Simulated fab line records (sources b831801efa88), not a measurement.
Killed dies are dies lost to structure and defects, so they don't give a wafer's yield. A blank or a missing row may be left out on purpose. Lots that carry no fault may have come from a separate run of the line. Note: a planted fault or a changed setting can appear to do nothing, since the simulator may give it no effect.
What tool caused it? || flow sky130 || 18 wafers sampled from 6 lots at 1 step of a route of 708

== WHAT EACH GAUGE READ, for each wafer ==
SKY_LI_CONTACT_THK_MEAS_23: measures by xrf.
{"lot": "L135", "measured": "day 29 20:45", "on": "filmMetro-01", "LI_CONTACT_W_THK (nm)": "384 392 390"}
{"lot": "L138", "measured": "day 30 16:59", "on": "filmMetro-03", "LI_CONTACT_W_THK (nm)": "406 405 396"}
{"lot": "L140", "measured": "day 31 09:04", "on": "filmMetro-03", "LI_CONTACT_W_THK (nm)": "401 399 400"}
{"lot": "L147", "measured": "day 33 20:48", "on": "filmMetro-03", "LI_CONTACT_W_THK (nm)": "415 406 405"}
{"lot": "L151", "measured": "day 35 20:38", "on": "filmMetro-02", "LI_CONTACT_W_THK (nm)": "397 397 384"}
{"lot": "L155", "measured": "day 35 23:01", "on": "filmMetro-02", "LI_CONTACT_W_THK (nm)": "381 392 382"}

== WHAT TOOL EACH LOT RAN ON (gives the tool, then ch and the chambers of the sampled wafers, and finally the start) ==
Before these readings, the record contains no process step.

== THE ANSWER, worked out from the rows above alone ==
Rule: the lots themselves supply what counts as usual. The widest of any qualifying gaps counts: lots, ordered by their means at a reading, are off when they make up no more than a third of the lots, leave a main group of 4 or more, and stand apart from it by 3 or more times the standard deviation of that group's means. If all means in a main group match to the digits the tables above print for the reading, that group is not used. Also off: a lot with no number at a reading for which 4 or more lots have one. The other lots that the step has rows for count as sound.
No lot is off at any reading shown: from this, nothing can be told.

== WHAT THE SIMULATOR PUT IN ==
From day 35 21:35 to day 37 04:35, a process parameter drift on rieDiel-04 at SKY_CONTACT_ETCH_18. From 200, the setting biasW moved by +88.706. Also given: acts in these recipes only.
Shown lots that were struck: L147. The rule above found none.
